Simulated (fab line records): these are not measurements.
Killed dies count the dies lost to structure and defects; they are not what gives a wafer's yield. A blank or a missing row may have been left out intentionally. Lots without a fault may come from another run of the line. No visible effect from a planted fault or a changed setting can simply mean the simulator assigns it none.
fab line records | flow sky130
[record] lots = 11 | wafers = 33 | last_day = 50
route steps=708 shown LI_CONTACT@377 CONTACT@409 PAD_OPEN@708
lots with no fault: from the same line, run without faults
start_h: hours from the record's first day to the start of the lot's first wafer shown | wait_h: how many hours have passed since the lot's step before this one | " identical to the entry in the row above | L1.1+2: a single row standing in for several wafers | - no value, or no start given | * or withheld: withheld | < > ~ a bound
route shown NAME@n: a module of which the file shows steps, and the number in the route of the first | usual: the fault-free wafers' mean and standard deviation | same: alike in all rows | chamber/n: place in a boat | sites: readings site by site | _std_site: standard deviation across them | _edge_site: outer sites' mean less inner sites' | radius_mm: how far each site lies from the wafer's centre | mask NAME#n: copy n | behind: the last tool/chamber to shape the wafer | hold: why the lot was held/for how many hours/how that ended | device: the transistor (n, p or np) that didn't switch | end of line: at the end of the route, the tests of the same wafers | for a step that has no rows: nothing shown but its recipe | killed: the dies lost at the first sort to structure and to defects; this is not the yield of the wafer | map: a wafer's dies, marking killed ones x, the rest . and places with no die _
set.NAME: the run value of the setting; set.NAME@STEP: its run value at that earlier step | model.NAME: the simulator's own value behind a step, which no gauge read
a sample of lots followed through the steps of the route, with each step as a table and each wafer as a row
services: from which hour (start_h, from the record's first day; less than 0 if before it) a tool's chamber was out of use, for how many hours, and why
[[steps]]
[step SKY_LI_CONTACT_ETCH_15]
[recipe] target = PSG | chemistry = C4F8/O2/Ar | stop_on = Si | taper_deg = 4.15 | mask_material = KrF-thick | source_w = 1500 | bias_w = 1200 | pressure_mtorr = 40 | c4f8_flow_sccm = withheld | O2_flow_sccm = 6 | Ar_flow_sccm = 300 | time_s = withheld | target_depth_a = 6000
[usual] bias_w = 1200/3.4 | oes_product_au = 0.837/0.0046 | rf_fwd_power_W = 1492/5.7
lot.wafer | tool        | chamber | start_h | wait_h | bias_w | oes_product_au | rf_fwd_power_W
L273.3    | rie_diel-02 | 1       | 695.86  | 0.0    | 1200   | 0.833          | 1498
L273.4    | "           | 0       | "       | "      | 1204   | 0.834          | 1497
L273.5    | "           | 1       | "       | "      | 1193   | 0.837          | 1496
L275.4    | rie_diel-03 | 1       | 715.61  | 0.0    | 1205   | 0.836          | 1497
L275.5    | "           | 2       | "       | "      | 1201   | 0.837          | 1487
L275.6    | "           | 3       | "       | "      | 1200   | 0.841          | 1497
L276.1    | rie_diel-02 | 1       | 716.78  | 0.0    | 1193   | 0.838          | 1498
L276.2    | "           | 3       | "       | "      | 1198   | 0.832          | 1496
L276.6    | "           | 1       | "       | "      | 1194   | 0.841          | 1493
L277.2    | rie_diel-02 | 1       | 722.00  | 0.0    | 1199   | 0.833          | 1490
L277.3    | "           | 2       | "       | "      | 1196   | 0.834          | 1490
L277.4    | "           | 0       | "       | "      | 1199   | 0.828          | 1496
L279.2    | rie_diel-02 | 0       | 734.76  | 0.0    | 1198   | 0.832          | 1490
L279.5    | "           | 0       | "       | "      | 1199   | 0.838          | 1494
L279.6    | "           | 3       | "       | "      | 1199   | 0.846          | 1498
L280.1    | rie_diel-03 | 0       | 739.86  | 0.0    | 1203   | 0.826          | 1495
L280.4    | "           | 1       | "       | "      | 1204   | 0.835          | 1494
L280.6    | "           | 3       | "       | "      | 1203   | 0.826          | 1489
L282.2    | rie_diel-02 | 2       | 758.45  | 0.0    | 1201   | 0.838          | 1491
L282.3    | "           | 1       | "       | "      | 1195   | 0.831          | 1502
L282.5    | "           | 1       | "       | "      | 1196   | 0.845          | 1505
L290.1    | rie_diel-03 | 0       | 808.58  | 0.0    | 1208   | 0.835          | 1496
L290.3    | "           | 3       | "       | "      | 1204   | 0.832          | 1498
L290.6    | "           | 2       | "       | "      | 1199   | 0.841          | 1492
L291.1    | rie_diel-02 | 1       | 817.13  | 0.0    | 1201   | 0.843          | 1488
L291.5    | "           | 0       | "       | "      | 1191   | 0.834          | 1501
L291.6    | "           | 1       | "       | "      | 1204   | 0.836          | 1493
L295.3    | rie_diel-03 | 2       | 851.08  | 0.0    | 1199   | 0.838          | 1489
L295.4    | "           | 0       | "       | "      | 1198   | 0.840          | 1490
L295.5    | "           | 1       | "       | "      | 1199   | 0.832          | 1494
L296.1    | rie_diel-02 | 3       | 854.40  | 0.0    | 1201   | 0.835          | 1487
L296.3    | "           | 2       | "       | "      | 1193   | 0.830          | 1488
L296.5    | "           | 3       | "       | "      | 1205   | 0.842          | 1491
[step SKY_LI_CONTACT_STRIP_16]
[recipe] chemistry = O2/N2 | power_w = 1400 | pressure_mtorr = 1500 | platen_temp_c = withheld | o2_flow_sccm = 3000 | n2_flow_sccm = 300 | overash_fraction = 0.5
[usual] drypump_motor_current_A = 5.7/0.45 | oes_product_au = 0.375/0.0048 | strip_time_to_endpoint_s = 3.47/0.045
lot.wafer | tool            | chamber | start_h | wait_h | drypump_motor_current_A | oes_product_au | rf_hours_counter_h | strip_time_to_endpoint_s
L273.3    | plasma_asher-04 | 1       | 695.98  | -      | 5.9                     | 0.372          | -                  | 3.51
L273.4    | "               | 0       | "       | "      | 5.8                     | 0.369          | -                  | 3.50
L273.5    | "               | 0       | "       | "      | 5.7                     | 0.375          | -                  | 3.52
L275.4    | plasma_asher-02 | 1       | 715.73  | -      | 5.4                     | 0.374          | -                  | 3.53
L275.5    | "               | 0       | "       | "      | 5.0                     | 0.375          | -                  | 3.38
L275.6    | "               | 1       | "       | "      | 5.4                     | 0.371          | -                  | 3.44
L276.1    | plasma_asher-04 | 1       | 716.87  | -      | 6.0                     | 0.380          | 90                 | 3.53
L276.2    | "               | 0       | "       | "      | 5.7                     | 0.380          | 90                 | 3.49
L276.6    | "               | 1       | "       | "      | 6.0                     | 0.373          | -                  | 3.53
L277.2    | plasma_asher-02 | 1       | 722.09  | -      | 5.4                     | 0.380          | 28                 | 3.46
L277.3    | "               | 1       | "       | "      | 5.4                     | 0.371          | -                  | 3.41
L277.4    | "               | 0       | "       | "      | 4.9                     | 0.373          | -                  | 3.45
L279.2    | plasma_asher-04 | 1       | 734.85  | -      | 6.0                     | 0.373          | 91                 | 3.49
L279.5    | "               | 0       | "       | "      | 5.8                     | 0.380          | -                  | 3.46
L279.6    | "               | 1       | "       | "      | 6.0                     | 0.383          | -                  | 3.47
L280.1    | plasma_asher-04 | 0       | 739.95  | -      | 5.8                     | 0.376          | 92                 | 3.49
L280.4    | "               | 1       | "       | "      | 6.0                     | 0.380          | -                  | 3.50
L280.6    | "               | 0       | "       | "      | 5.7                     | 0.374          | -                  | 3.45
L282.2    | plasma_asher-02 | 1       | 758.54  | -      | 5.4                     | 0.377          | 32                 | 3.43
L282.3    | "               | 1       | "       | "      | 5.4                     | 0.373          | -                  | 3.50
L282.5    | "               | 1       | "       | "      | 5.4                     | 0.375          | -                  | 3.50
L290.1    | plasma_asher-02 | 0       | 808.67  | -      | 5.0                     | 0.376          | 37                 | 3.56
L290.3    | "               | 0       | "       | "      | 5.0                     | 0.383          | -                  | 3.51
L290.6    | "               | 1       | "       | "      | 5.4                     | 0.375          | -                  | 3.43
L291.1    | plasma_asher-01 | 1       | 817.22  | -      | 5.6                     | 0.383          | 7                  | 3.49
L291.5    | "               | 1       | "       | "      | 5.6                     | 0.377          | -                  | 3.44
L291.6    | "               | 0       | "       | "      | 6.4                     | 0.383          | -                  | 3.47
L295.3    | plasma_asher-01 | 0       | 851.20  | -      | 6.4                     | 0.367          | -                  | 3.39
L295.4    | "               | 1       | "       | "      | 5.6                     | 0.382          | -                  | 3.53
L295.5    | "               | 1       | "       | "      | 5.6                     | 0.374          | -                  | 3.51
L296.1    | plasma_asher-02 | 1       | 854.49  | -      | 5.4                     | 0.377          | 42                 | 3.51
L296.3    | "               | 1       | "       | "      | 5.4                     | 0.386          | -                  | 3.42
L296.5    | "               | 1       | "       | "      | 5.4                     | 0.371          | -                  | 3.45
[step SKY_CONTACT_THK_MEAS_03]
[recipe] reads = SiO2_of_CONTACT_HDPCVD_02
[usual] CONTACT_HDPCVD_THK = 564/7.3
lot.wafer | tool          | chamber | start_h | wait_h | CONTACT_HDPCVD_THK[nm]
L273.3    | film_metro-03 | -       | 726.59  | 0.1    | 560
L273.4    | "             | -       | "       | "      | 571
L273.5    | "             | -       | "       | "      | 566
L275.4    | film_metro-01 | -       | 745.35  | 0.0    | 563
L275.5    | "             | -       | "       | "      | 557
L275.6    | "             | -       | "       | "      | 560
L276.1    | film_metro-04 | -       | 746.93  | 0.0    | 564
L276.2    | "             | -       | "       | "      | 569
L276.6    | "             | -       | "       | "      | 568
L277.2    | film_metro-04 | -       | 751.20  | 0.0    | 560
L277.3    | "             | -       | "       | "      | 563
L277.4    | "             | -       | "       | "      | 565
L279.2    | film_metro-03 | -       | 764.32  | 0.0    | 580
L279.5    | "             | -       | "       | "      | 565
L279.6    | "             | -       | "       | "      | 569
L280.1    | film_metro-01 | -       | 769.86  | 0.0    | 562
L280.4    | "             | -       | "       | "      | 564
L280.6    | "             | -       | "       | "      | 560
L282.2    | film_metro-04 | -       | 787.59  | 0.0    | 576
L282.3    | "             | -       | "       | "      | 566
L282.5    | "             | -       | "       | "      | 570
L290.1    | film_metro-03 | -       | 837.61  | 0.0    | 564
L290.3    | "             | -       | "       | "      | 569
L290.6    | "             | -       | "       | "      | 572
L291.1    | film_metro-03 | -       | 845.90  | 0.1    | 560
L291.5    | "             | -       | "       | "      | 559
L291.6    | "             | -       | "       | "      | 571
L295.3    | film_metro-03 | -       | 880.16  | 0.1    | 574
L295.4    | "             | -       | "       | "      | 568
L295.5    | "             | -       | "       | "      | 565
L296.1    | film_metro-04 | -       | 883.26  | 0.0    | 579
L296.3    | "             | -       | "       | "      | 562
L296.5    | "             | -       | "       | "      | 564
[step SKY_CONTACT_COAT_08]
[recipe] resist = BARC | temp_c = withheld | time_s = withheld | spin_rpm = 3000 | resist_thk_nm = 60
[usual] exhaust_pa = 44.7/0.77 | spin_speed_rpm = 2999.5/2.4
lot.wafer | tool           | chamber | start_h | wait_h | exhaust_pa | spin_speed_rpm
L273.3    | litho_track-01 | 0       | 740.58  | 0.1    | 45.0       | 2998.8
L273.4    | "              | 0       | "       | "      | 44.9       | 2999.4
L273.5    | "              | 0       | "       | "      | 44.4       | 2999.2
L275.4    | litho_track-01 | 0       | 758.95  | 0.1    | 45.3       | 2999.5
L275.5    | "              | 0       | "       | "      | 44.7       | 3001.4
L275.6    | "              | 0       | "       | "      | 45.7       | 2998.6
L276.1    | litho_track-03 | 0       | 760.79  | 0.1    | 44.3       | 2996.8
L276.2    | "              | 0       | "       | "      | 45.2       | 2995.6
L276.6    | "              | 0       | "       | "      | 44.3       | 2999.6
L277.2    | litho_track-01 | 0       | 764.80  | 0.1    | 45.0       | 2996.2
L277.3    | "              | 0       | "       | "      | 45.1       | 2998.4
L277.4    | "              | 0       | "       | "      | 46.4       | 2999.3
L279.2    | litho_track-03 | 0       | 777.76  | 0.1    | 45.0       | 2999.2
L279.5    | "              | 0       | "       | "      | 45.2       | 3005.6
L279.6    | "              | 0       | "       | "      | 44.9       | 3001.8
L280.1    | litho_track-03 | 0       | 782.74  | 0.1    | 43.7       | 2999.9
L280.4    | "              | 0       | "       | "      | 44.6       | 2997.1
L280.6    | "              | 0       | "       | "      | 45.5       | 3003.8
L282.2    | litho_track-03 | 0       | 800.21  | 0.1    | 45.8       | 3000.4
L282.3    | "              | 0       | "       | "      | 43.0       | 3004.0
L282.5    | "              | 0       | "       | "      | 43.8       | 3003.2
L290.1    | litho_track-03 | 0       | 851.19  | 0.1    | 43.1       | 2624.3
L290.3    | "              | 0       | "       | "      | 44.2       | 2623.4
L290.6    | "              | 0       | "       | "      | 45.6       | 2623.4
L291.1    | litho_track-03 | 0       | 858.59  | 0.1    | 45.2       | 2624.1
L291.5    | "              | 0       | "       | "      | 44.3       | 2622.8
L291.6    | "              | 0       | "       | "      | 45.3       | 2622.6
L295.3    | litho_track-01 | 0       | 892.78  | 0.1    | 44.1       | 2999.8
L295.4    | "              | 0       | "       | "      | 44.2       | 3000.8
L295.5    | "              | 0       | "       | "      | 44.8       | 3000.5
L296.1    | litho_track-01 | 0       | 896.03  | 0.1    | 44.6       | 2999.9
L296.3    | "              | 0       | "       | "      | 44.1       | 3000.6
L296.5    | "              | 0       | "       | "      | 44.4       | 2997.1
[step SKY_CONTACT_ETCH_16]
[recipe] chemistry = N2/H2 | target = BARC | ion_energy_ev = 200 | source_w = 500 | bias_w = 100 | pressure_mtorr = 30 | n2_flow_sccm = 100 | h2_flow_sccm = 200 | stop_on = SiO2 | time_s = 45.9 | target_depth_a = 600
[usual] bias_w = 100.02/0.28 | drypump_motor_current_A = 5.7/0.38 | h2_flow_sccm = 200.0/0.62 | oes_product_au = 0.854/0.0048 | rf_fwd_power_W = 495.1/1.8 | throttle_valve_pct = 13.224/0.0094
lot.wafer | tool        | chamber | start_h | wait_h | bias_w | drypump_motor_current_A | h2_flow_sccm | oes_product_au | rf_fwd_power_W | rf_hours_counter_h | throttle_valve_pct
L273.3    | rie_diel-01 | 1       | 754.52  | 0.0    | 100.12 | 5.8                     | 200.9        | 0.861          | 495.8          | 21                 | 13.228
L273.4    | "           | 2       | "       | "      | 100.01 | 5.8                     | 201.2        | 0.857          | 494.0          | 3                  | 13.231
L273.5    | "           | 3       | "       | "      | 100.09 | 5.8                     | 200.2        | 0.852          | 496.5          | -                  | 13.216
L275.4    | rie_diel-04 | 0       | 773.04  | 0.0    | 100.36 | 5.1                     | 200.9        | 0.859          | 494.4          | 4                  | 13.219
L275.5    | "           | 0       | "       | "      | 99.92  | 5.1                     | 200.2        | 0.849          | 494.3          | -                  | 13.214
L275.6    | "           | 1       | "       | "      | 99.48  | 5.7                     | 200.2        | 0.861          | 494.1          | -                  | 13.209
L276.1    | rie_diel-04 | 0       | 774.79  | 0.0    | 100.02 | 5.1                     | 200.5        | 0.846          | 493.4          | 4                  | 13.216
L276.2    | "           | 3       | "       | "      | 99.90  | 6.1                     | 200.3        | 0.853          | 494.0          | 26                 | 13.214
L276.6    | "           | 3       | "       | "      | 100.46 | 6.1                     | 200.5        | 0.853          | 496.1          | -                  | 13.225
L277.2    | rie_diel-04 | 3       | 778.74  | 0.0    | 99.94  | 6.1                     | 200.5        | 0.857          | 493.6          | 26                 | 13.231
L277.3    | "           | 0       | "       | "      | 100.18 | 5.1                     | 199.8        | 0.861          | 495.2          | 5                  | 13.216
L277.4    | "           | 1       | "       | "      | 99.77  | 5.7                     | 199.1        | 0.861          | 495.3          | 3                  | 13.237
L279.2    | rie_diel-04 | 0       | 791.94  | 0.0    | 99.63  | 5.1                     | 199.8        | 0.842          | 493.2          | 5                  | 13.225
L279.5    | "           | 1       | "       | "      | 100.17 | 5.7                     | 200.9        | 0.854          | 491.3          | -                  | 13.209
L279.6    | "           | 2       | "       | "      | 99.73  | 6.3                     | 199.7        | 0.851          | 495.6          | -                  | 13.230
L280.1    | rie_diel-01 | 0       | 796.57  | 0.0    | 100.18 | 6.2                     | 199.7        | 0.850          | 495.5          | 9                  | 13.204
L280.4    | "           | 2       | "       | "      | 100.06 | 5.8                     | 200.5        | 0.857          | 491.4          | 4                  | 13.232
L280.6    | "           | 3       | "       | "      | 99.69  | 5.8                     | 200.5        | 0.857          | 499.9          | -                  | 13.240
L282.2    | rie_diel-01 | 0       | 814.44  | 0.0    | 99.65  | 6.2                     | 200.2        | 0.851          | 495.1          | 10                 | 13.235
L282.3    | "           | 3       | "       | "      | 100.10 | 5.8                     | 200.1        | 0.849          | 495.9          | 3                  | 13.226
L282.5    | "           | 3       | "       | "      | 100.44 | 5.8                     | 200.9        | 0.845          | 495.9          | -                  | 13.233
L290.1    | rie_diel-03 | 3       | 864.34  | 0.0    | 100.35 | 5.9                     | 199.7        | 0.887          | 495.1          | 14                 | 13.220
L290.3    | "           | 1       | "       | "      | 99.51  | 5.0                     | 199.8        | 0.885          | 497.2          | 12                 | 13.233
L290.6    | "           | 2       | "       | "      | 100.07 | 5.4                     | 200.3        | 0.893          | 497.3          | -                  | 13.235
L291.1    | rie_diel-04 | 0       | 873.12  | 0.0    | 99.95  | 5.1                     | 200.0        | 0.876          | 494.5          | 8                  | 13.240
L291.5    | "           | 0       | "       | "      | 100.36 | 5.1                     | 199.0        | 0.883          | 495.5          | -                  | 13.226
L291.6    | "           | 3       | "       | "      | 100.27 | 6.1                     | 199.9        | 0.888          | 496.8          | -                  | 13.223
L295.3    | rie_diel-04 | 0       | 906.32  | 0.0    | 99.89  | 5.1                     | 199.2        | 0.858          | 494.4          | 9                  | 13.209
L295.4    | "           | 3       | "       | "      | 100.14 | 6.2                     | 199.9        | 0.857          | 497.5          | 2                  | 13.219
L295.5    | "           | 1       | "       | "      | 100.25 | 5.7                     | 199.6        | 0.847          | 494.5          | -                  | 13.226
L296.1    | rie_diel-01 | 2       | 909.09  | 0.0    | 99.62  | 5.8                     | 200.2        | 0.854          | 491.4          | 7                  | 13.221
L296.3    | "           | 0       | "       | "      | 99.85  | 6.2                     | 199.9        | 0.853          | 494.3          | 13                 | 13.244
L296.5    | "           | 0       | "       | "      | 100.23 | 6.2                     | 199.6        | 0.856          | 492.4          | -                  | 13.231
[step SKY_PAD_OPEN_PROBE_99]
[usual] killed_at_M0_to_M3 = 43/7 | killed_at_M4_up = 3.1/1.9 | killed_at_contacts = 25/6.1 | killed_at_front_end = 15/4.5 | killed_at_other = 0.3/0.55 | killed_dies = 87/8.9 | killed_open = 47/6.4 | killed_short = 40/6.6
[same] gross_dies = 492 | killed_at_back_side = 0
lot.wafer | tool      | chamber | start_h | wait_h | killed_at_M0_to_M3 | killed_at_M4_up | killed_at_contacts | killed_at_front_end | killed_at_other | killed_dies | killed_open | killed_short
L291.1    | prober-01 | -       | 1178.39 | 0.1    | 45                 | 2               | 29                 | 18                  | 0               | 94          | 46          | 46
L291.5    | prober-01 | -       | 1178.59 | 0.2    | 45                 | 4               | 14                 | 8                   | 0               | 71          | 40          | 30
L291.6    | prober-01 | -       | 1178.64 | 0.2    | 35                 | 5               | 35                 | 11                  | 0               | 86          | 46          | 40
// killed by level:class
L291.1 VIA1:geometric_particle:open=13 LI_CONTACT:geometric_particle:open=8 LOCAL_INTERCONNECT:geometric_particle:short=7 VIA2:geometric_particle:open=6 CONTACT:geometric_particle:short=6 POLY_GATE:geometric_particle:short=5 METAL2:geometric_particle:short=5 FIELD_ISO:geometric_particle:short=4
L291.5 VIA2:geometric_particle:open=10 METAL2:geometric_particle:short=10 VIA1:geometric_particle:open=10 VIA3:geometric_particle:open=7 LOCAL_INTERCONNECT:geometric_particle:short=4 LI_CONTACT:geometric_particle:open=3 CONTACT:geometric_particle:open=3 VIA2:geometric_particle:short=3
L291.6 CONTACT:geometric_particle:open=14 CONTACT:geometric_particle:short=8 VIA1:geometric_particle:open=8 LI_CONTACT:geometric_particle:open=7 FIELD_ISO:geometric_particle:open=4 METAL2:geometric_particle:short=4 METAL3:geometric_particle:short=4 VIA2:geometric_particle:short=4
[[services]]
tool            | chamber | start_h | hours | kind
rie_diel-02     | 2       | 682.18  | 26.2  | repair
rie_diel-01     | 1       | 683.42  | 1.3   | repair
rie_diel-04     | 0       | 710.45  | 7.2   | repair
plasma_asher-01 | -       | 733.75  | 9.0   | pm
rie_diel-02     | 2       | 759.63  | 2.4   | repair
rie_diel-01     | 0       | 765.25  | 10.4  | repair
rie_diel-01     | -       | 766.00  | 28.1  | pm
rie_diel-03     | 1       | 804.36  | 7.5   | repair
rie_diel-02     | 3       | 806.22  | -     | clean
rie_diel-02     | 3       | 806.22  | 16.9  | scheduled_down
rie_diel-02     | 3       | 806.22  | 16.9  | vent_cycle
plasma_asher-04 | -       | 813.30  | 14.6  | pm
rie_diel-01     | -       | 816.37  | 1.9   | repair
rie_diel-04     | 3       | 822.85  | 11.2  | repair
rie_diel-01     | 2       | 837.90  | 5.1   | repair
rie_diel-04     | 3       | 847.06  | -     | clean
rie_diel-02     | -       | 859.11  | 0.7   | repair
rie_diel-02     | 0       | 861.40  | -     | clean
rie_diel-02     | 0       | 861.40  | 12.1  | scheduled_down
rie_diel-02     | 0       | 861.40  | 12.1  | vent_cycle
rie_diel-04     | -       | 870.51  | 0.1   | repair
rie_diel-04     | 3       | 880.65  | 2.6   | repair
plasma_asher-01 | -       | 905.04  | 2.8   | pm
rie_diel-03     | 1       | 906.54  | 11.6  | repair
[[key]]
[first_sign] step = SKY_CONTACT_COAT_08 | reading = spin_speed_rpm | direction = down | sigmas = 99+ | usual = 2999.5 | struck = 2623.4
[effect] step = SKY_CONTACT_ETCH_16 | reading = oes_product_au | direction = up | sigmas = 6.5 | usual = 0.854 | struck = 0.885
met_at SKY_CONTACT_COAT_08
struck_lots L290,L291
tester_left_out L290,L291
not_acting_at SKY_LI_CONTACT_ETCH_15,SKY_LI_CONTACT_STRIP_16,SKY_CONTACT_THK_MEAS_03
onset_between 800.21 851.19
[fault] kind = process_parameter_drift | tool = litho_track-03 | chamber = - | onset_h = 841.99 | steps = SKY_CONTACT_COAT_08 | channel = spin_rpm | offset = -375.91 | shape = step | end_h = 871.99 | acts_in = these_recipes_only | stated = 3000
// tester_left_out: of these lots the tester's yield and bins aren't shown, on N5 and GAA mostly nor the transistor test; their killed dies are dies lost to structure and defects alone, not to doping, threshold or leakage, so they don't give the yield
